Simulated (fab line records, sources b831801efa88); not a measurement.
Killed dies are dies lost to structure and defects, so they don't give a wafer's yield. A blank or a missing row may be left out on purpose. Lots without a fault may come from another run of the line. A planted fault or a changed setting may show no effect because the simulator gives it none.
fab line records | flow gf180mcu
record lots=24 wafers=72 last_day=34
route steps=602 shown M2@365 M3@426 V3@430 M4@458 MIM@523 PASSIVATION@601
lots that met no fault: from a run of the same line without faults
start_h: hours from the record's first day to the start of the lot's first wafer shown | wait_h: hours since the lot's step before | " the same as in the row above | L1.1+2: a row that stands for several wafers | - no value, or no start given | * or withheld: withheld | < > ~ a bound
route shown NAME@n: a module of which the file shows steps, and the number in the route of the first | usual: mean/standard deviation of fault-free wafers | same: alike in all rows | chamber/n: place in a boat | sites: the reading at each site | _std_site: their standard deviation | _edge_site: outer sites' mean less inner sites' | radius_mm: how far each site lies from the wafer's centre | mask NAME#n: copy n | behind: the tool/chamber that last shaped the wafer | hold: why the lot was held/for how many hours/how that ended | device: the transistor (n, p or np) that didn't switch | end of line: the same wafers' tests at the end of the route | a step without rows: its recipe alone | killed: dies lost to structure and defects at the first sort, not the wafer's yield | map: a wafer's dies, x killed, . not, _ none there
set.NAME: the setting as run; set.NAME@STEP: as run at that earlier step | model.NAME: the simulator's own value behind a step, which no gauge read
steps of the route over a sample of lots; a table a step, a row a wafer
services: from which hour (start_h, from the record's first day; less than 0 if before it) a tool's chamber was out of use, for how many hours, and why
## steps
# step GF_M2_SPUTTER_03
# recipe material=Ti target_thk_nm=10 substrate_temp_c=300 chamber_pressure_pa=0.3 power_w=3000 time_s=6.7
# usual cathode_dc_power_W=3000.0/0.57 throttle_valve_pct=30.2/0.99
# columns lot.wafer tool chamber start_h wait_h cathode_dc_power_W throttle_valve_pct
L074.3 pvd_sputter-04 - 408.89 0.0 2999.9 29.5
L074.4 " - " " 2999.8 30.3
L074.6 " - " " 3000.5 30.5
L075.4 pvd_sputter-02 - 428.04 0.0 3000.2 29.3
L075.5 " - " " 2999.9 30.2
L075.6 " - " " 3000.5 30.2
L076.1 pvd_sputter-03 - 431.76 0.0 2999.9 31.6
L076.2 " - " " 2999.4 28.3
L076.4 " - " " 3000.3 30.6
L077.3 pvd_sputter-03 - 444.38 0.0 3000.5 28.3
L077.5 " - " " 2999.8 28.7
L077.6 " - " " 2999.8 31.8
L078.2 pvd_sputter-04 - 452.47 0.0 2999.7 31.0
L078.4 " - " " 2999.3 29.9
L078.5 " - " " 2999.8 30.5
L079.1 pvd_sputter-04 - 463.30 0.0 3001.0 29.7
L079.2 " - " " 2999.9 30.3
L079.3 " - " " 2999.7 30.6
L080.2 pvd_sputter-02 - 469.56 0.0 3000.9 30.1
L080.3 " - " " 2999.7 30.1
L080.4 " - " " 3000.4 29.2
L081.1 pvd_sputter-03 - 485.68 0.0 2998.9 31.9
L081.5 " - " " 2999.3 30.7
L081.6 " - " " 2999.9 31.8
L082.2 pvd_sputter-04 - 487.95 0.0 2999.6 30.5
L082.3 " - " " 3000.6 31.7
L082.5 " - " " 3000.8 29.7
L083.1 pvd_sputter-04 - 496.89 0.0 2999.4 30.3
L083.5 " - " " 3001.4 30.0
L083.6 " - " " 2999.7 30.3
L084.1 pvd_sputter-02 - 504.94 0.0 2999.7 30.3
L084.2 " - " " 2999.6 31.0
L084.5 " - " " 3000.2 30.2
L085.3 pvd_sputter-03 - 515.55 0.0 2999.3 31.8
L085.4 " - " " 2999.2 28.9
L085.5 " - " " 3000.9 30.7
L086.1 pvd_sputter-03 - 525.81 0.0 3000.7 31.7
L086.3 " - " " 2999.7 28.3
L086.6 " - " " 2999.5 31.0
L087.1 pvd_sputter-02 - 536.84 0.0 2999.5 29.3
L087.2 " - " " 2999.9 30.1
L087.6 " - " " 2999.7 29.1
L088.1 pvd_sputter-02 - 541.50 0.0 3000.5 31.2
L088.2 " - " " 2999.1 29.2
L088.5 " - " " 2999.5 31.3
L089.2 pvd_sputter-03 - 544.85 0.0 3000.0 31.7
L089.3 " - " " 3000.2 30.6
L089.5 " - " " 3000.6 30.7
L090.1 pvd_sputter-03 - 555.78 0.0 3000.3 28.1
L090.4 " - " " 3001.8 30.6
L090.6 " - " " 3000.5 30.8
L091.1 pvd_sputter-02 - 563.82 0.0 3000.0 30.1
L091.4 " - " " 2999.5 29.2
L091.6 " - " " 3000.3 29.2
L092.2 pvd_sputter-02 - 573.44 0.0 3000.3 29.2
L092.4 " - " " 3000.0 31.2
L092.6 " - " " 3000.2 30.9
L093.1 pvd_sputter-02 - 585.30 0.0 2999.6 29.9
L093.3 " - " " 2999.7 29.1
L093.4 " - " " 2999.1 30.1
L094.1 pvd_sputter-04 - 586.54 0.0 3000.8 30.3
L094.2 " - " " 3001.2 29.8
L094.5 " - " " 3000.5 29.8
L095.1 pvd_sputter-03 - 591.55 0.0 3000.1 30.7
L095.4 " - " " 2999.9 31.7
L095.5 " - " " 2999.6 30.9
L096.2 pvd_sputter-02 - 602.67 0.0 3000.4 30.0
L096.3 " - " " 2999.4 31.1
L096.4 " - " " 2998.9 29.1
L097.2 pvd_sputter-02 - 611.70 0.0 3000.4 29.2
L097.4 " - " " 3000.2 30.0
L097.5 " - " " 3000.6 30.1
# step GF_M3_STRIP_17
# recipe chemistry=O2/N2 power_w=1400 pressure_mtorr=1500 platen_temp_c=250 o2_flow_sccm=3000 n2_flow_sccm=300 overash_fraction=0.5
# usual drypump_motor_current_A=5.9/0.41 heater_power_w=351/32 oes_product_au=0.558/0.005 strip_time_to_endpoint_s=7.87/0.045
# columns lot.wafer tool chamber start_h wait_h drypump_motor_current_A heater_power_w oes_product_au rf_hours_counter_h strip_time_to_endpoint_s
L074.3 plasma_asher-01 0 484.93 0.1 6.3 369 0.560 - 7.86
L074.4 " 1 " " 5.4 333 0.561 - 7.85
L074.6 " 0 " " 6.3 366 0.562 - 7.83
L075.4 plasma_asher-01 1 503.49 0.1 5.4 335 0.555 - 7.89
L075.5 " 0 " " 6.3 364 0.561 - 7.89
L075.6 " 1 " " 5.4 327 0.558 - 7.91
L076.1 plasma_asher-03 0 506.68 0.1 5.4 375 0.559 63 7.84
L076.2 " 1 " " 5.8 404 0.553 63 7.82
L076.4 " 0 " " 5.4 375 0.556 - 7.79
L077.3 plasma_asher-01 1 519.46 0.1 5.4 331 0.554 - 7.90
L077.5 " 1 " " 5.4 328 0.561 - 7.91
L077.6 " 0 " " 6.3 371 0.564 - 7.82
L078.2 plasma_asher-01 0 526.84 0.1 6.2 373 0.561 11 7.87
L078.4 " 0 " " 6.3 372 0.561 - 7.87
L078.5 " 1 " " 5.4 330 0.563 - 7.89
L079.1 plasma_asher-04 1 537.09 0.1 6.5 349 0.558 46 7.90
L079.2 " 0 " " 6.0 296 0.558 46 7.85
L079.3 " 1 " " 6.5 340 0.551 - 7.87
L080.2 plasma_asher-03 0 542.13 0.1 5.4 385 0.561 66 7.83
L080.3 " 1 " " 5.9 396 0.563 - 7.84
L080.4 " 0 " " 5.4 384 0.553 - 7.78
L081.1 plasma_asher-03 0 557.82 0.1 5.4 379 0.561 68 7.97
L081.5 " 1 " " 5.9 400 0.561 - 7.92
L081.6 " 0 " " 5.4 383 0.550 - 7.85
L082.2 plasma_asher-01 1 560.28 0.1 5.4 333 0.554 15 7.85
L082.3 " 0 " " 6.3 376 0.551 - 7.85
L082.5 " 0 " " 6.3 366 0.559 - 7.84
L083.1 plasma_asher-04 0 569.14 0.1 6.1 290 0.561 47 7.94
L083.5 " 0 " " 6.0 296 0.564 - 7.92
L083.6 " 1 " " 6.4 340 0.557 - 7.84
L084.1 plasma_asher-01 0 575.66 0.1 6.3 378 0.554 17 7.83
L084.2 " 1 " " 5.4 329 0.549 17 7.80
L084.5 " 1 " " 5.4 321 0.558 - 7.84
L085.3 plasma_asher-04 1 585.64 0.1 6.5 342 0.561 - 7.86
L085.4 " 0 " " 6.1 295 0.559 - 7.94
L085.5 " 0 " " 6.1 302 0.556 - 7.92
L086.1 plasma_asher-01 0 595.48 0.1 6.3 362 0.562 19 7.92
L086.3 " 1 " " 5.4 322 0.552 - 7.87
L086.6 " 1 " " 5.4 324 0.568 - 7.95
L087.1 plasma_asher-04 0 605.03 0.1 6.0 286 0.557 51 7.78
L087.2 " 1 " " 6.4 338 0.555 51 7.83
L087.6 " 1 " " 6.5 338 0.558 - 7.81
L088.1 plasma_asher-01 1 608.41 0.1 5.4 324 0.570 21 7.93
L088.2 " 0 " " 6.3 374 0.565 21 7.86
L088.5 " 0 " " 6.3 377 0.558 - 7.93
L089.2 plasma_asher-03 1 613.75 0.1 5.9 395 0.558 74 7.85
L089.3 " 0 " " 5.5 377 0.561 - 7.84
L089.5 " 0 " " 5.4 372 0.558 - 7.85
L090.1 plasma_asher-03 0 623.78 0.1 5.4 375 0.564 75 7.91
L090.4 " 1 " " 5.8 398 0.548 - 7.89
L090.6 " 1 " " 5.9 396 0.554 - 7.94
L091.1 plasma_asher-04 0 630.13 0.1 6.1 294 0.559 54 7.88
L091.4 " 0 " " 6.0 291 0.562 - 7.85
L091.6 " 1 " " 6.5 339 0.556 - 7.90
L092.2 plasma_asher-01 1 639.78 0.1 5.4 331 0.556 24 7.91
L092.4 " 0 " " 6.3 372 0.559 - 7.90
L092.6 " 1 " " 5.4 330 0.555 - 7.85
L093.1 plasma_asher-01 1 650.60 0.1 5.4 331 0.551 25 7.79
L093.3 " 0 " " 6.3 379 0.556 - 7.84
L093.4 " 1 " " 5.4 334 0.551 - 7.80
L094.1 plasma_asher-01 1 651.91 0.1 5.4 329 0.562 25 7.89
L094.2 " 0 " " 6.3 367 0.557 25 7.82
L094.5 " 0 " " 6.3 371 0.557 - 7.86
L095.1 plasma_asher-01 1 655.02 0.1 5.4 324 0.562 26 7.92
L095.4 " 1 " " 5.4 332 0.562 - 7.84
L095.5 " 0 " " 6.3 374 0.569 - 7.88
L096.2 plasma_asher-04 1 665.91 0.1 6.5 338 0.561 57 7.86
L096.3 " 1 " " 6.5 341 0.554 - 7.84
L096.4 " 0 " " 6.0 301 0.552 - 7.87
L097.2 plasma_asher-03 1 675.42 0.1 5.9 397 0.563 80 7.92
L097.4 " 1 " " 5.9 387 0.559 - 7.87
L097.5 " 1 " " 5.9 396 0.565 - 7.90
# step GF_V3_THK_MEAS_01
# recipe reads=SiO2_of_V3_CVD_00
# usual V3_CVD_00_THK=600/5.8
# columns lot.wafer tool chamber start_h wait_h V3_CVD_00_THK[nm]
L074.3 film_metro-01 - 485.52 0.1 596
L074.4 " - " " 592
L074.6 " - " " 593
L075.4 film_metro-02 - 504.13 0.1 593
L075.5 " - " " 610
L075.6 " - " " 588
L076.1 film_metro-02 - 507.28 0.0 601
L076.2 " - " " 597
L076.4 " - " " 597
L077.3 film_metro-02 - 520.05 0.1 605
L077.5 " - " " 603
L077.6 " - " " 606
L078.2 film_metro-01 - 527.49 0.0 597
L078.4 " - " " 596
L078.5 " - " " 599
L079.1 film_metro-03 - 537.85 0.0 585
L079.2 " - " " 590
L079.3 " - " " 589
L080.2 film_metro-01 - 542.83 0.0 594
L080.3 " - " " 590
L080.4 " - " " 605
L081.1 film_metro-01 - 558.44 0.0 597
L081.5 " - " " 598
L081.6 " - " " 604
L082.2 film_metro-02 - 560.89 0.0 594
L082.3 " - " " 603
L082.5 " - " " 596
L083.1 film_metro-03 - 569.75 0.0 600
L083.5 " - " " 601
L083.6 " - " " 601
L084.1 film_metro-03 - 576.27 0.0 601
L084.2 " - " " 590
L084.5 " - " " 589
L085.3 film_metro-03 - 586.23 0.1 599
L085.4 " - " " 605
L085.5 " - " " 598
L086.1 film_metro-02 - 596.10 0.0 606
L086.3 " - " " 593
L086.6 " - " " 602
L087.1 film_metro-01 - 605.65 0.0 611
L087.2 " - " " 614
L087.6 " - " " 606
L088.1 film_metro-03 - 609.02 0.0 611
L088.2 " - " " 604
L088.5 " - " " 593
L089.2 film_metro-03 - 614.40 0.0 601
L089.3 " - " " 604
L089.5 " - " " 611
L090.1 film_metro-02 - 624.38 0.0 604
L090.4 " - " " 598
L090.6 " - " " 600
L091.1 film_metro-03 - 630.74 0.0 610
L091.4 " - " " 603
L091.6 " - " " 603
L092.2 film_metro-02 - 640.41 0.0 602
L092.4 " - " " 603
L092.6 " - " " 606
L093.1 film_metro-03 - 651.23 0.0 604
L093.3 " - " " 602
L093.4 " - " " 599
L094.1 film_metro-01 - 652.86 0.0 597
L094.2 " - " " 600
L094.5 " - " " 595
L095.1 film_metro-01 - 655.66 0.0 616
L095.4 " - " " 604
L095.5 " - " " 601
L096.2 film_metro-02 - 666.86 0.0 600
L096.3 " - " " 599
L096.4 " - " " 606
L097.2 film_metro-02 - 676.17 0.1 603
L097.4 " - " " 601
L097.5 " - " " 603
# step GF_M4_SPUTTER_02
# recipe material=AlCu target_thk_nm=450 power_w=10600 time_s=23.9 chamber_pressure_pa=0.4
# usual cathode_dc_power_W=10600/1.9 throttle_valve_pct=30.4/0.9
# columns lot.wafer tool chamber start_h wait_h cathode_dc_power_W throttle_valve_pct
L074.3 pvd_sputter-04 - 510.91 0.0 10601 31.7
L074.4 " - " " 10600 30.4
L074.6 " - " " 10597 32.0
L075.4 pvd_sputter-02 - 529.74 0.0 10602 30.1
L075.5 " - " " 10596 29.2
L075.6 " - " " 10601 30.5
L076.1 pvd_sputter-02 - 533.09 0.0 10599 31.4
L076.2 " - " " 10599 29.2
L076.4 " - " " 10598 30.1
L077.3 pvd_sputter-04 - 545.16 0.0 10601 29.8
L077.5 " - " " 10598 31.3
L077.6 " - " " 10601 29.6
L078.2 pvd_sputter-04 - 552.16 0.0 10601 30.3
L078.4 " - " " 10599 30.5
L078.5 " - " " 10599 29.9
L079.1 pvd_sputter-02 - 562.93 0.0 10600 30.0
L079.2 " - " " 10600 29.2
L079.3 " - " " 10600 30.2
L080.2 pvd_sputter-02 - 567.37 0.0 10600 30.2
L080.3 " - " " 10600 29.4
L080.4 " - " " 10604 31.1
L081.1 pvd_sputter-02 - 582.76 0.0 10602 30.1
L081.5 " - " " 10604 30.0
L081.6 " - " " 10603 30.3
L082.2 pvd_sputter-04 - 584.32 0.0 10597 30.8
L082.3 " - " " 10603 31.6
L082.5 " - " " 10601 30.7
L083.1 pvd_sputter-03 - 593.48 0.0 10599 31.6
L083.5 " - " " 10602 31.6
L083.6 " - " " 10602 28.9
L084.1 pvd_sputter-04 - 599.61 0.0 10600 31.7
L084.2 " - " " 10602 29.7
L084.5 " - " " 10601 31.4
L085.3 pvd_sputter-04 - 609.27 0.0 10603 30.4
L085.4 " - " " 10602 29.9
L085.5 " - " " 10601 31.6
L086.1 pvd_sputter-02 - 619.08 0.0 10600 29.4
L086.3 " - " " 10600 30.1
L086.6 " - " " 10600 30.3
L087.1 pvd_sputter-04 - 629.54 0.0 10603 30.2
L087.2 " - " " 10600 29.7
L087.6 " - " " 10600 31.6
L088.1 pvd_sputter-03 - 631.98 0.0 10602 31.9
L088.2 " - " " 10602 30.7
L088.5 " - " " 10599 28.8
L089.2 pvd_sputter-04 - 636.41 0.0 10602 30.4
L089.3 " - " " 10599 30.2
L089.5 " - " " 10600 30.6
L090.1 pvd_sputter-02 - 645.83 0.0 10600 30.0
L090.4 " - " " 10597 29.0
L090.6 " - " " 10599 30.1
L091.1 pvd_sputter-02 - 652.67 0.0 10598 31.0
L091.4 " - " " 10599 28.9
L091.6 " - " " 10597 31.1
L092.2 pvd_sputter-03 - 662.25 0.0 10601 30.6
L092.4 " - " " 10598 31.7
L092.6 " - " " 10599 30.7
L093.1 pvd_sputter-03 - 672.74 0.0 10604 31.6
L093.3 " - " " 10600 30.5
L093.4 " - " " 10601 28.3
L094.1 pvd_sputter-04 - 674.88 0.0 10599 31.9
L094.2 " - " " 10601 30.5
L094.5 " - " " 10601 30.6
L095.1 pvd_sputter-02 - 677.84 0.0 10600 29.2
L095.4 " - " " 10601 29.9
L095.5 " - " " 10599 29.3
L096.2 pvd_sputter-02 - 688.86 0.0 10599 30.1
L096.3 " - " " 10600 29.1
L096.4 " - " " 10600 31.0
L097.2 pvd_sputter-04 - 697.13 0.0 10597 29.7
L097.4 " - " " 10601 31.4
L097.5 " - " " 10597 30.5
# step GF_MIM_STRIP_20
# recipe chemistry=O2/N2 power_w=1400 pressure_mtorr=1500 platen_temp_c=250 o2_flow_sccm=3000 n2_flow_sccm=300 overash_fraction=0.5
# usual drypump_motor_current_A=5.8/0.4 heater_power_w=357/31 oes_product_au=0.692/0.0053 strip_time_to_endpoint_s=11.22/0.048
# columns lot.wafer tool chamber start_h wait_h drypump_motor_current_A heater_power_w oes_product_au rf_hours_counter_h strip_time_to_endpoint_s
L074.3 plasma_asher-03 1 582.47 0.1 5.9 395 0.698 - 11.27
L074.4 " 0 " " 5.4 384 0.696 - 11.20
L074.6 " 0 " " 5.4 378 0.697 - 11.26
L075.4 plasma_asher-01 0 598.69 0.1 6.3 368 0.694 - 11.29
L075.5 " 1 " " 5.4 330 0.701 - 11.28
L075.6 " 0 " " 6.3 369 0.690 - 11.25
L076.1 plasma_asher-04 0 603.53 0.0 6.0 299 0.693 51 11.22
L076.2 " 1 " " 6.4 332 0.692 51 11.24
L076.4 " 1 " " 6.5 341 0.691 - 11.20
L077.3 plasma_asher-01 1 614.54 0.1 5.4 328 0.685 - 11.10
L077.5 " 0 " " 6.3 372 0.694 - 11.17
L077.6 " 1 " " 5.4 332 0.687 - 11.18
L078.2 plasma_asher-01 1 618.59 0.0 5.4 328 0.693 22 11.14
L078.4 " 1 " " 5.4 338 0.684 - 11.15
L078.5 " 0 " " 6.3 372 0.680 - 11.13
L079.1 plasma_asher-04 0 628.51 0.0 6.1 298 0.698 53 11.27
L079.2 " 1 " " 6.5 345 0.693 53 11.19
L079.3 " 0 " " 6.1 297 0.692 - 11.24
L080.2 plasma_asher-01 0 633.58 0.0 6.3 380 0.695 23 11.19
L080.3 " 0 " " 6.3 367 0.691 - 11.19
L080.4 " 1 " " 5.4 333 0.676 - 11.20
L081.1 plasma_asher-01 0 647.33 0.0 6.3 371 0.689 25 11.18
L081.5 " 1 " " 5.4 336 0.694 - 11.23
L081.6 " 0 " " 6.3 369 0.697 - 11.20
L082.2 plasma_asher-01 1 649.66 0.0 5.4 337 0.686 25 11.18
L082.3 " 0 " " 6.3 380 0.689 - 11.14
L082.5 " 0 " " 6.3 376 0.685 - 11.17
L083.1 plasma_asher-03 0 658.63 0.0 5.4 379 0.689 79 11.23
L083.5 " 0 " " 5.4 382 0.692 - 11.23
L083.6 " 1 " " 5.9 397 0.696 - 11.18
L084.1 plasma_asher-01 1 663.41 0.0 5.4 323 0.699 27 11.30
L084.2 " 0 " " 6.3 372 0.693 27 11.21
L084.5 " 1 " " 5.4 330 0.703 - 11.23
L085.3 plasma_asher-03 0 673.56 0.1 5.4 378 0.693 - 11.15
L085.4 " 1 " " 5.9 399 0.692 - 11.16
L085.5 " 1 " " 5.9 404 0.684 - 11.17
L086.1 plasma_asher-01 0 681.59 0.0 6.3 380 0.678 28 11.18
L086.3 " 1 " " 5.4 332 0.697 - 11.13
L086.6 " 0 " " 6.3 364 0.700 - 11.19
L087.1 plasma_asher-03 1 691.71 0.0 5.8 390 0.690 82 11.22
L087.2 " 0 " " 5.5 379 0.696 82 11.21
L087.6 " 0 " " 5.4 391 0.687 - 11.18
L088.1 plasma_asher-04 0 694.46 0.0 6.1 298 0.702 60 11.30
L088.2 " 1 " " 6.5 349 0.688 60 11.28
L088.5 " 1 " " 6.5 334 0.692 - 11.30
L089.2 plasma_asher-01 1 697.53 0.0 5.4 331 0.684 30 11.15
L089.3 " 1 " " 5.4 328 0.696 - 11.22
L089.5 " 1 " " 5.4 328 0.689 - 11.22
L090.1 plasma_asher-03 0 706.03 0.0 5.4 391 0.688 83 11.26
L090.4 " 0 " " 5.4 372 0.694 - 11.30
L090.6 " 1 " " 5.9 393 0.690 - 11.33
L091.1 plasma_asher-01 1 713.28 0.0 5.4 324 0.691 32 11.26
L091.4 " 0 " " 6.3 372 0.698 - 11.30
L091.6 " 1 " " 5.4 324 0.692 - 11.26
L092.2 plasma_asher-03 1 720.63 0.0 5.8 388 0.690 85 11.13
L092.4 " 0 " " 5.4 380 0.698 - 11.22
L092.6 " 1 " " 5.9 405 0.702 - 11.23
L093.1 plasma_asher-01 0 731.86 0.0 6.3 363 0.686 33 11.14
L093.3 " 0 " " 6.3 365 0.684 - 11.21
L093.4 " 1 " " 5.4 323 0.693 - 11.19
L094.1 plasma_asher-04 1 733.26 0.0 6.4 336 0.692 65 11.27
L094.2 " 0 " " 6.0 296 0.700 65 11.33
L094.5 " 0 " " 6.1 296 0.691 - 11.22
L095.1 plasma_asher-03 0 735.86 0.0 5.4 377 0.688 87 11.22
L095.4 " 0 " " 5.4 401 0.684 - 11.23
L095.5 " 0 " " 5.4 384 0.697 - 11.30
L096.2 plasma_asher-03 1 745.11 0.0 5.9 396 0.680 88 11.19
L096.3 " 1 " " 5.9 391 0.691 - 11.24
L096.4 " 0 " " 5.4 387 0.685 - 11.18
L097.2 plasma_asher-01 1 754.08 0.0 5.4 322 0.695 36 11.23
L097.4 " 1 " " 5.4 328 0.686 - 11.23
L097.5 " 0 " " 6.3 375 0.690 - 11.22
# step GF_PASSIVATION_BOW_MEAS_14
# recipe mode=bow
# usual PASSIVATION_BOW=139/12
# columns lot.wafer tool chamber start_h wait_h PASSIVATION_BOW[um]
L074.3 film_metro-01 - 670.09 0.0 151
L074.4 " - " " 148
L074.6 " - " " 154
L075.4 film_metro-01 - 684.21 0.1 154
L075.5 " - " " 142
L075.6 " - " " 134
L076.1 film_metro-01 - 690.08 0.0 147
L076.2 " - " " 135
L076.4 " - " " 149
L077.3 film_metro-04 - 699.37 0.0 148
L077.5 " - " " 149
L077.6 " - " " 156
L078.2 film_metro-04 - 702.17 0.0 136
L078.4 " - " " 147
L078.5 " - " " 131
L079.1 film_metro-04 - 711.84 0.0 135
L079.2 " - " " 123
L079.3 " - " " 124
L080.2 film_metro-01 - 717.16 0.0 135
L080.3 " - " " 141
L080.4 " - " " 133
L081.1 film_metro-04 - 729.08 0.0 154
L081.5 " - " " 154
L081.6 " - " " 145
L082.2 film_metro-01 - 731.05 0.0 118
L082.3 " - " " 140
L082.5 " - " " 127
L083.1 film_metro-02 - 739.78 0.0 124
L083.5 " - " " 146
L083.6 " - " " 128
L084.1 film_metro-04 - 742.43 0.0 139
L084.2 " - " " 135
L084.5 " - " " 145
L085.3 film_metro-02 - 751.93 0.0 154
L085.4 " - " " 126
L085.5 " - " " 132
L086.1 film_metro-01 - 758.78 0.0 137
L086.3 " - " " 136
L086.6 " - " " 139
L087.1 film_metro-04 - 767.18 0.0 108
L087.2 " - " " 111
L087.6 " - " " 109
L088.1 film_metro-02 - 770.97 0.0 138
L088.2 " - " " 134
L088.5 " - " " 124
L089.2 film_metro-01 - 772.01 0.1 136
L089.3 " - " " 146
L089.5 " - " " 146
L090.1 film_metro-04 - 778.44 0.0 119
L090.4 " - " " 131
L090.6 " - " " 136
L091.1 film_metro-02 - 787.27 0.0 135
L091.4 " - " " 143
L091.6 " - " " 144
L092.2 film_metro-04 - 792.96 0.0 130
L092.4 " - " " 156
L092.6 " - " " 154
L093.1 film_metro-04 - 802.07 0.0 153
L093.3 " - " " 153
L093.4 " - " " 145
L094.1 film_metro-01 - 803.55 0.0 156
L094.2 " - " " 163
L094.5 " - " " 152
L095.1 film_metro-01 - 807.81 0.0 114
L095.4 " - " " 133
L095.5 " - " " 124
L096.2 film_metro-02 - 814.71 0.0 146
L096.3 " - " " 134
L096.4 " - " " 136
L097.2 film_metro-04 - 820.87 0.0 144
L097.4 " - " " 145
L097.5 " - " " 146
## services
# columns tool chamber start_h hours kind
plasma_asher-01 - 409.91 11.0 repair
plasma_asher-01 - 421.25 9.0 pm
plasma_asher-01 0 421.25 9.0 vent_cycle
plasma_asher-01 1 421.25 9.0 vent_cycle
pvd_sputter-02 3 425.70 - consumable_replace:kit
pvd_sputter-02 3 425.70 18.0 scheduled_down
plasma_asher-01 0 430.25 - clean
plasma_asher-01 1 430.25 - clean
plasma_asher-04 - 434.94 2.1 repair
pvd_sputter-04 - 440.63 11.4 repair
pvd_sputter-04 - 473.87 0.5 repair
pvd_sputter-03 - 510.18 4.8 repair
pvd_sputter-03 - 510.98 2.2 repair
plasma_asher-04 - 547.54 18.9 repair
pvd_sputter-04 - 581.81 2.1 repair
pvd_sputter-03 - 596.07 11.2 repair
plasma_asher-04 - 655.33 2.8 pm
plasma_asher-01 - 667.04 1.1 repair
pvd_sputter-04 - 683.55 1.5 repair
plasma_asher-04 - 689.54 4.9 repair
pvd_sputter-04 - 705.88 9.1 repair
plasma_asher-01 - 715.14 7.2 repair
plasma_asher-04 - 739.61 2.2 repair
plasma_asher-01 - 752.11 0.4 repair
## key
fault none
